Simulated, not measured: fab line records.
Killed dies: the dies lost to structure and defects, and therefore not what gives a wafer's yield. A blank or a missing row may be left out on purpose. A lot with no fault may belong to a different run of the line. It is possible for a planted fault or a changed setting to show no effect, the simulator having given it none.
fab line records	flow sky130
record: lots: 6	wafers: 18	last-day: 50
route steps=708 shown LI_CONTACT@371 LOCAL_INTERCONNECT@387 PAD_OPEN@708
lots that met no fault: taken from a fault-free run of the same line
start-h: hours from the record's opening day to when the first of the lot's shown wafers began	wait-h: hours from the lot's prior step to this one	" the same as in the row above	L1.1+2: a row that stands for several wafers	- value missing, or start not given	* or withheld: withheld	< > ~ a bound
route shown NAME@n: names a module that has steps shown in the file, with the first one's number in the route	usual: mean/standard deviation taken from wafers without a fault	same: alike in all rows	chamber/n: place in a boat	sites: the reading at each site	_std_site: standard deviation across them	_edge_site: outer sites' mean less inner sites'	radius-mm: how far each site lies from the wafer's centre	mask NAME#n: copy n	behind: the last tool/chamber to shape the wafer	hold: what put the lot on hold/how long, in hours/how the hold closed	device: names the non-switching transistor (n, p or np)	end of line: tests run on the same wafers once the route is complete	where a step has no rows: the recipe by itself	killed: count of dies lost to structure and defects at first sort (not the wafer's yield)	map: a wafer's dies, x killed, . not, _ none there
set.NAME: the run value of the setting; set.NAME@STEP: its run value at that earlier step	model.NAME: the simulator's own value behind a step, which no gauge read
certain route steps with their lots: each step a table, each wafer a row
services: the hour from which a tool's chamber was out of use, counted from the record's first day as start-h (under 0 if before that day), plus the number of hours and why
== steps ==
step: SKY_LI_CONTACT_EXPOSE_09
recipe: mask-id: LICM1	na: 0.8	source-shape: annular	sigma-inner: 0.55	sigma-outer: 0.85	target-cd-nm: 170	dose-mj: 38
step: SKY_LI_CONTACT_PEB_10
recipe: peb-temp-c: withheld	peb-time-s: withheld	resist: KrF-thick
step: SKY_LI_CONTACT_DEVELOP_11
recipe: develop-time-s: 60	resist: KrF-thick	dev-temp-c: 21
step: SKY_LI_CONTACT_CD_MEAS_12
recipe: target-cd-nm: 170
usual: cd-nm: 169.4/1.6
lot.wafer	tool	chamber	start-h	wait-h	cd-nm
L630.1	cd-sem-01	-	711.48	-	170.6
L630.4	"	-	"	"	171.8
L630.5	"	-	"	"	172.5
L633.2	cd-sem-02	-	738.45	-	171.6
L633.4	"	-	"	"	171.3
L633.5	"	-	"	"	170.5
L639.4	cd-sem-02	-	792.50	-	170.0
L639.5	"	-	"	"	170.3
L639.6	"	-	"	"	170.9
L640.1	cd-sem-02	-	796.43	-	168.2
L640.3	"	-	"	"	169.1
L640.5	"	-	"	"	166.5
L643.2	cd-sem-01	-	824.05	-	166.9
L643.5	"	-	"	"	166.1
L643.6	"	-	"	"	167.4
L648.2	cd-sem-01	-	855.30	-	169.2
L648.4	"	-	"	"	168.5
L648.6	"	-	"	"	168.7
step: SKY_LI_CONTACT_OVL_MEAS_13
usual: LI_CONTACT_OVL: 6/4.8
lot.wafer	tool	chamber	start-h	wait-h	LI_CONTACT_OVL[nm]
L630.1	overlay-02	-	711.60	0.1	10
L630.4	"	-	"	"	9
L630.5	"	-	"	"	7
L633.2	overlay-02	-	738.55	0.1	1
L633.4	"	-	"	"	-1
L633.5	"	-	"	"	1
L639.4	overlay-01	-	792.57	0.1	11
L639.5	"	-	"	"	12
L639.6	"	-	"	"	5
L640.1	overlay-02	-	796.55	0.1	14
L640.3	"	-	"	"	9
L640.5	"	-	"	"	16
L643.2	overlay-02	-	824.15	0.1	6
L643.5	"	-	"	"	10
L643.6	"	-	"	"	7
L648.2	overlay-02	-	855.40	0.1	5
L648.4	"	-	"	"	8
L648.6	"	-	"	"	13
step: SKY_LI_CONTACT_ETCH_14
recipe: chemistry: N2/H2	target: BARC	ion-energy-ev: 200	source-w: 500	bias-w: 100	pressure-mtorr: 30	n2-flow-sccm: 100	h2-flow-sccm: 200	stop-on: SiO2	time-s: 45.9	target-depth-a: 600
usual: bias-w: 100.0/0.31	drypump-motor-current-A: 6.1/0.33	oes-product-au: 0.854/0.0053	throttle-valve-pct: 13.226/0.009
lot.wafer	tool	chamber	start-h	wait-h	bias-w	drypump-motor-current-A	oes-product-au	rf-hours-counter-h	throttle-valve-pct
L630.1	rie-diel-02	2	711.64	0.0	100.5	6.1	0.852	7	13.227
L630.4	"	3	"	"	100.1	6.5	0.853	-	13.210
L630.5	"	2	"	"	100.1	6.1	0.850	-	13.247
L633.2	rie-diel-02	3	738.58	0.0	99.8	6.5	0.846	0	13.228
L633.4	"	3	"	"	99.9	6.5	0.853	-	13.235
L633.5	"	2	"	"	99.8	6.1	0.844	-	13.232
L639.4	rie-diel-01	2	792.61	0.0	100.3	6.2	0.862	-	13.229
L639.5	"	3	"	"	99.7	6.7	0.866	-	13.243
L639.6	"	1	"	"	99.9	5.7	0.854	-	13.232
L640.1	rie-diel-04	3	796.58	0.0	100.2	5.6	0.855	1	13.222
L640.3	"	2	"	"	100.3	5.7	0.847	3	13.237
L640.5	"	0	"	"	100.0	6.1	0.859	-	13.237
L643.2	rie-diel-02	3	824.18	0.0	99.8	6.5	0.863	2	13.200
L643.5	"	3	"	"	100.1	6.5	0.867	-	13.211
L643.6	"	1	"	"	100.6	5.8	0.851	-	13.233
L648.2	rie-diel-04	3	855.43	0.0	99.1	5.6	0.858	2	13.218
L648.4	"	0	"	"	99.9	6.1	0.859	8	13.229
L648.6	"	1	"	"	99.9	6.5	0.853	-	13.241
step: SKY_LI_CONTACT_ETCH_15
recipe: target: PSG	chemistry: C4F8/O2/Ar	stop-on: Si	taper-deg: 4.15	mask-material: KrF-thick	source-w: 1500	bias-w: 1200	pressure-mtorr: 40	c4f8-flow-sccm: withheld	O2_flow_sccm: 6	Ar_flow_sccm: 300	time-s: withheld	target-depth-a: 6000
usual: bias-w: 1200/3.6	oes-product-au: 0.837/0.0042
lot.wafer	tool	chamber	start-h	wait-h	bias-w	oes-product-au
L630.1	rie-diel-02	2	711.68	0.0	1201	0.836
L630.4	"	3	"	"	1207	0.840
L630.5	"	2	"	"	1200	0.828
L633.2	rie-diel-02	3	738.62	0.0	1197	0.838
L633.4	"	3	"	"	1195	0.836
L633.5	"	2	"	"	1198	0.839
L639.4	rie-diel-01	2	792.68	0.0	1196	0.837
L639.5	"	3	"	"	1198	0.844
L639.6	"	1	"	"	1198	0.836
L640.1	rie-diel-04	3	796.62	0.0	1200	0.835
L640.3	"	2	"	"	1206	0.839
L640.5	"	0	"	"	1204	0.848
L643.2	rie-diel-02	3	824.22	0.0	1198	0.835
L643.5	"	3	"	"	1205	0.840
L643.6	"	1	"	"	1205	0.828
L648.2	rie-diel-04	3	855.47	0.0	1204	0.834
L648.4	"	0	"	"	1202	0.843
L648.6	"	1	"	"	1197	0.830
step: SKY_LI_CONTACT_STRIP_16
recipe: chemistry: O2/N2	power-w: 1400	pressure-mtorr: 1500	platen-temp-c: withheld	o2-flow-sccm: 3000	n2-flow-sccm: 300	overash-fraction: 0.5
usual: drypump-motor-current-A: 6.0/0.47	oes-product-au: 0.375/0.0051	strip-time-to-endpoint-s: 3.483/0.024
lot.wafer	tool	chamber	start-h	wait-h	drypump-motor-current-A	oes-product-au	rf-hours-counter-h	strip-time-to-endpoint-s
L630.1	plasma-asher-03	1	711.77	-	6.4	0.376	79	3.478
L630.4	"	1	"	"	6.4	0.374	-	3.452
L630.5	"	1	"	"	6.4	0.381	-	3.424
L633.2	plasma-asher-01	1	738.71	-	6.4	0.383	64	3.542
L633.4	"	1	"	"	6.4	0.381	-	3.549
L633.5	"	1	"	"	6.4	0.370	-	3.488
L639.4	plasma-asher-02	1	792.75	-	6.4	0.367	-	3.504
L639.5	"	1	"	"	6.4	0.377	-	3.496
L639.6	"	0	"	"	5.4	0.367	-	3.508
L640.1	plasma-asher-03	0	796.71	-	5.5	0.380	88	3.481
L640.3	"	0	"	"	5.5	0.371	-	3.458
L640.5	"	1	"	"	6.5	0.363	-	3.448
L643.2	plasma-asher-01	0	824.31	-	5.5	0.373	72	3.475
L643.5	"	1	"	"	6.4	0.372	-	3.505
L643.6	"	0	"	"	5.5	0.370	-	3.505
L648.2	plasma-asher-01	0	855.56	-	5.5	0.372	76	3.477
L648.4	"	0	"	"	5.5	0.373	-	3.484
L648.6	"	1	"	"	6.4	0.378	-	3.487
step: SKY_LI_CONTACT_CLEAN_17
recipe: chemistry: NMP	time-s: 600	temp-c: 60	dry: n2-spin
step: SKY_LI_CONTACT_PRE_CLEAN_18
recipe: gas: Ar	time-s: 5.6	bias-v: 358
step: SKY_LI_CONTACT_SPUTTER_19
recipe: material: Ti	target-thk-nm: 20	chamber-pressure-pa: 5	power-w: 2500	substrate-temp-c: 200	time-s: 106.37
step: SKY_LI_CONTACT_SPUTTER_20
recipe: material: TiN	target-thk-nm: 20	chamber-pressure-pa: 5	power-w: 4000	time-s: 80
usual: throttle-valve-pct: 29.9/0.76
lot.wafer	tool	chamber	start-h	wait-h	throttle-valve-pct
L630.1	pvd-sputter-04	-	712.14	0.0	30.6
L630.4	"	-	"	"	30.2
L630.5	"	-	"	"	30.3
L633.2	pvd-sputter-02	-	739.08	0.0	29.4
L633.4	"	-	"	"	28.6
L633.5	"	-	"	"	29.7
L639.4	pvd-sputter-04	-	793.11	0.0	29.7
L639.5	"	-	"	"	30.4
L639.6	"	-	"	"	30.3
L640.1	pvd-sputter-02	-	797.26	0.0	31.2
L640.3	"	-	"	"	28.5
L640.5	"	-	"	"	28.4
L643.2	pvd-sputter-02	-	824.68	0.0	29.4
L643.5	"	-	"	"	28.6
L643.6	"	-	"	"	31.1
L648.2	pvd-sputter-02	-	855.93	0.0	29.7
L648.4	"	-	"	"	30.7
L648.6	"	-	"	"	29.7
step: SKY_LI_CONTACT_CVD_21
recipe: material: W	target-thk-nm: 400	time-s: 120.56	temp-c: 400	pressure-torr: 40
usual: chamber-pressure-Torr: 39.98/0.095	heater-power-w: 865/19
lot.wafer	tool	chamber	start-h	wait-h	chamber-pressure-Torr	heater-power-w	model.W_of_LI_CONTACT_CVD_21.thk-nm
L630.1	cvd-w-01	1	712.20	0.0	39.84	845	397.5
L630.4	"	1	"	"	39.93	833	402.1
L630.5	"	1	"	"	39.98	846	402.1
L633.2	cvd-w-02	0	739.14	0.0	40.09	888	386
L633.4	"	1	"	"	39.82	870	404.4
L633.5	"	0	"	"	40.32	907	391.7
L639.4	cvd-w-01	1	793.21	0.1	40.01	848	401.1
L639.5	"	0	"	"	39.96	879	604.9
L639.6	"	1	"	"	39.99	837	407.5
L640.1	cvd-w-01	0	797.32	0.0	40.13	873	607
L640.3	"	0	"	"	39.94	853	607
L640.5	"	0	"	"	39.85	886	604.8
L643.2	cvd-w-02	1	824.74	0.0	39.90	845	404.8
L643.5	"	1	"	"	39.91	872	408.8
L643.6	"	0	"	"	39.92	868	400.9
L648.2	cvd-w-02	1	855.99	0.0	39.69	874	407.4
L648.4	"	1	"	"	40.01	896	408.2
L648.6	"	1	"	"	40.04	850	413.9
step: SKY_LI_CONTACT_RS_MEAS_22
recipe: thk-meas-gauge: four-point-probe	reads: W_of_LI_CONTACT_CVD_21+TiN_of_LI_CONTACT_SPUTTER_20+Ti_of_LI_CONTACT_SPUTTER_19
usual: LI_CONTACT_W_RS: 0.284/0.0032
lot.wafer	tool	chamber	start-h	wait-h	LI_CONTACT_W_RS[ohm/sq]
L630.1	film-metro-01	-	712.33	0.1	0.286
L630.4	"	-	"	"	0.283
L630.5	"	-	"	"	0.283
L633.2	film-metro-02	-	739.29	0.1	0.294
L633.4	"	-	"	"	0.281
L633.5	"	-	"	"	0.290
L639.4	film-metro-01	-	793.35	0.1	0.284
L639.5	"	-	"	"	0.188
L639.6	"	-	"	"	0.279
L640.1	film-metro-04	-	797.44	0.1	0.187
L640.3	"	-	"	"	0.188
L640.5	"	-	"	"	0.188
L643.2	film-metro-01	-	824.89	0.1	0.281
L643.5	"	-	"	"	0.279
L643.6	"	-	"	"	0.284
L648.2	film-metro-01	-	856.14	0.1	0.280
L648.4	"	-	"	"	0.278
L648.6	"	-	"	"	0.275
step: SKY_LI_CONTACT_THK_MEAS_23
recipe: thk-meas-gauge: xrf	reads: W_of_LI_CONTACT_CVD_21
usual: LI_CONTACT_W_THK: 382/8
lot.wafer	tool	chamber	start-h	wait-h	LI_CONTACT_W_THK[nm]
L630.1	film-metro-01	-	712.45	0.1	370
L630.4	"	-	"	"	378
L630.5	"	-	"	"	378
L633.2	film-metro-02	-	739.40	0.1	372
L633.4	"	-	"	"	389
L633.5	"	-	"	"	379
L639.4	film-metro-01	-	793.44	0.1	366
L639.5	"	-	"	"	526
L639.6	"	-	"	"	374
L640.1	film-metro-04	-	797.56	0.1	-
L640.3	"	-	"	"	-
L640.5	"	-	"	"	-
L643.2	film-metro-01	-	825.00	0.1	383
L643.5	"	-	"	"	387
L643.6	"	-	"	"	382
L648.2	film-metro-01	-	856.25	0.1	377
L648.4	"	-	"	"	381
L648.6	"	-	"	"	383
step: SKY_LI_CONTACT_CMP_24
recipe: stop-on: PSG	t-overpolish-s: 20	down-force-psi: 3.5	platen-rpm: 60	target-thk-nm: 0	pad-velocity-m-s: 0.94248
usual: motor-current-A: 11.5/0.99	time-to-endpoint-s: 96/3.1
lot.wafer	tool	chamber	start-h	wait-h	motor-current-A	time-to-endpoint-s
L630.1	cmp-01	1	712.56	0.1	11.9	98
L630.4	"	3	"	"	11.9	99
L630.5	"	1	"	"	12.6	102
L633.2	cmp-02	2	739.45	0.0	12.7	93
L633.4	"	0	"	"	9.8	93
L633.5	"	3	"	"	10.8	95
L639.4	cmp-01	1	793.47	0.0	12.3	96
L639.5	"	1	"	"	12.8	147
L639.6	"	2	"	"	13.0	99
L640.1	cmp-02	3	797.67	0.1	10.5	146
L640.3	"	0	"	"	9.9	142
L640.5	"	3	"	"	11.0	142
L643.2	cmp-01	3	825.15	0.1	11.5	95
L643.5	"	1	"	"	12.4	96
L643.6	"	2	"	"	12.6	94
L648.4	cmp-02	3	856.35	0.1	10.2	101
L648.2	"	1	"	"	11.7	99
L648.6	"	2	"	"	12.2	100
step: SKY_LOCAL_INTERCONNECT_SPUTTER_00
recipe: material: TiN	target-thk-nm: 100	temp-c: 300	power-w: 6500	time-s: 81.98	chamber-pressure-pa: 0.4
usual: throttle-valve-pct: 30.1/1.6
lot.wafer	tool	chamber	start-h	wait-h	throttle-valve-pct
L630.1	pvd-sputter-03	-	712.81	0.2	33.2
L630.4	"	-	"	"	28.3
L630.5	"	-	"	"	33.3
L633.2	pvd-sputter-01	-	739.75	0.2	29.2
L633.4	"	-	"	"	29.7
L633.5	"	-	"	"	29.6
L639.4	pvd-sputter-03	-	793.77	0.2	33.0
L639.5	"	-	"	"	30.5
L639.6	"	-	"	"	28.6
L640.1	pvd-sputter-03	-	797.92	0.2	30.4
L640.3	"	-	"	"	28.7
L640.5	"	-	"	"	28.1
L643.2	pvd-sputter-02	-	825.35	0.1	29.7
L643.5	"	-	"	"	30.7
L643.6	"	-	"	"	29.5
L648.2	pvd-sputter-02	-	856.60	0.1	28.5
L648.4	"	-	"	"	29.6
L648.6	"	-	"	"	29.5
step: SKY_PAD_OPEN_PROBE_99
usual: killed_at_M0_to_M3: 43/5.9	killed_at_M4_up: 3.3/1.9	killed-at-contacts: 24/5.6	killed-at-front-end: 15/4.1	killed-at-other: 0.4/0.66	killed-dies: 86/9	killed-open: 47/6.9	killed-short: 39/6.2
same: gross-dies: 492	killed-at-back-side: 0
lot.wafer	tool	chamber	start-h	wait-h	killed_at_M0_to_M3	killed_at_M4_up	killed-at-contacts	killed-at-front-end	killed-at-other	killed-dies	killed-open	killed-short
L633.2	prober-01	-	1120.33	0.1	45	1	18	19	0	83	38	45
L633.4	prober-01	-	1120.43	0.2	42	3	32	27	3	107	61	44
L633.5	prober-01	-	1120.48	0.2	58	2	38	12	1	111	58	53
L643.2	prober-02	-	1179.67	0.1	39	1	27	13	0	80	40	40
L643.5	prober-02	-	1179.82	0.2	40	4	15	20	0	79	42	37
L643.6	prober-02	-	1179.87	0.2	42	0	24	19	1	86	49	36
L648.2	prober-01	-	1200.40	0.1	35	3	19	11	0	68	40	28
L648.4	prober-01	-	1200.50	0.2	41	2	22	13	0	78	46	32
L648.6	prober-01	-	1200.60	0.2	40	1	24	15	0	80	41	39
killed by level:class
L633.2 VIA1:geometric-particle:open=10 METAL1:geometric-particle:short=10 CONTACT:geometric-particle:open=7 POLY_GATE:geometric-particle:open=6 METAL2:geometric-particle:short=5 METAL3:geometric-particle:short=5 VIA3:geometric-particle:short=5 FIELD_ISO:geometric-particle:short=4
L633.4 CONTACT:geometric-particle:open=13 VIA1:geometric-particle:open=11 LI_CONTACT:geometric-particle:open=9 FIELD_ISO:geometric-particle:short=8 POLY_GATE:geometric-particle:open=6 METAL1:geometric-particle:short=5 FIELD_ISO:geometric-particle:open=4 LOCAL_INTERCONNECT:geometric-particle:short=4
L633.5 CONTACT:geometric-particle:open=16 METAL1:geometric-particle:short=11 VIA2:geometric-particle:open=11 LI_CONTACT:geometric-particle:open=9 VIA1:geometric-particle:open=9 METAL2:geometric-particle:short=8 CONTACT:geometric-particle:short=5 LOCAL_INTERCONNECT:geometric-particle:short=4
L643.2 CONTACT:geometric-particle:open=12 VIA1:geometric-particle:open=9 LI_CONTACT:geometric-particle:open=7 METAL1:geometric-particle:short=5 POLY_GATE:geometric-particle:open=5 METAL2:geometric-particle:short=5 VIA3:geometric-particle:short=4 VIA2:geometric-particle:open=4
L643.5 FIELD_ISO:geometric-particle:open=8 VIA1:geometric-particle:open=8 VIA2:geometric-particle:open=7 METAL1:geometric-particle:short=6 VIA2:geometric-particle:short=5 POLY_GATE:geometric-particle:open=4 LI_CONTACT:geometric-particle:open=4 CONTACT:geometric-particle:open=4
L643.6 VIA1:geometric-particle:open=13 LI_CONTACT:geometric-particle:open=9 FIELD_ISO:geometric-particle:short=7 VIA2:geometric-particle:open=7 VIA3:geometric-particle:open=6 LOCAL_INTERCONNECT:geometric-particle:short=5 CONTACT:geometric-particle:open=5 VIA1:geometric-particle:short=5
L648.2 VIA1:geometric-particle:open=12 CONTACT:geometric-particle:open=9 LI_CONTACT:geometric-particle:open=6 FIELD_ISO:geometric-particle:short=5 VIA3:geometric-particle:open=4 FIELD_ISO:geometric-particle:open=3 METAL3:geometric-particle:short=3 VIA2:geometric-particle:short=3
L648.4 CONTACT:geometric-particle:open=13 VIA1:geometric-particle:open=7 VIA1:geometric-particle:short=5 LI_CONTACT:geometric-particle:open=5 VIA2:geometric-particle:open=5 VIA2:geometric-particle:short=5 VIA3:geometric-particle:open=5 POLY_GATE:geometric-particle:open=4
L648.6 VIA3:geometric-particle:open=8 POLY_GATE:geometric-particle:short=7 LI_CONTACT:geometric-particle:open=7 VIA1:geometric-particle:open=7 VIA2:geometric-particle:open=7 LOCAL_INTERCONNECT:geometric-particle:short=5 CONTACT:geometric-particle:open=5 LI_CONTACT:geometric-particle:short=4
== services ==
tool	chamber	start-h	hours	kind
cmp-02	-	691.23	1.5	repair
pvd-sputter-04	-	692.16	5.4	repair
rie-diel-02	1	703.15	9.9	repair
cmp-01	-	704.83	1.7	repair
rie-diel-04	-	709.87	0.5	repair
cmp-01	-	711.12	0.5	repair
cmp-02	-	723.58	0.4	repair
cmp-02	-	729.09	0.8	repair
rie-diel-02	2	731.39	5.1	repair
rie-diel-02	-	742.38	14.6	pm
cmp-01	-	744.24	4.0	pm
cmp-02	-	769.08	4.0	repair
rie-diel-02	0	778.90	19.2	repair
rie-diel-02	3	780.67	1.9	repair
pvd-sputter-02	-	791.30	2.0	repair
pvd-sputter-03	-	791.32	2.4	repair
cmp-02	-	803.72	0.6	repair
plasma-asher-01	-	819.06	0.9	repair
rie-diel-02	0	819.24	5.9	repair
rie-diel-02	3	834.32	6.1	repair
rie-diel-02	-	835.68	2.8	pm
plasma-asher-01	-	837.06	2.1	repair
rie-diel-02	3	846.09	6.1	repair
pvd-sputter-03	-	855.91	0.9	repair
== key ==
first-sign: step: SKY_LI_CONTACT_RS_MEAS_22	reading: LI_CONTACT_W_RS	direction: down	sigmas: 30	usual: 0.284	struck: 0.188
effect: step: SKY_LI_CONTACT_THK_MEAS_23	reading: LI_CONTACT_W_THK	direction: missing
effect: step: SKY_LI_CONTACT_CMP_24	reading: time-to-endpoint-s	direction: up	sigmas: 16	usual: *	struck: *
model-effect: step: SKY_LI_CONTACT_CVD_21	value: W_of_LI_CONTACT_CVD_21.thk-nm	without: 400.3	struck: 605.9
met-at SKY_LI_CONTACT_CVD_21
struck-wafers L639.5,L640.1,L640.3,L640.5
tester-left-out L639,L640
fault: kind: process-parameter-drift	tool: cvd-w-01	chamber: 0	onset-h: 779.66	steps: SKY_LI_CONTACT_CVD_21	channel: target-thk-nm	offset: 205.94	shape: step	end-h: 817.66	acts-in: these-recipes-only	stated: 400
tester-left-out: of these lots the tester's yield and bins aren't shown, on N5 and GAA mostly nor the transistor test; their killed dies are dies lost to structure and defects alone, not to doping, threshold or leakage, so they don't give the yield
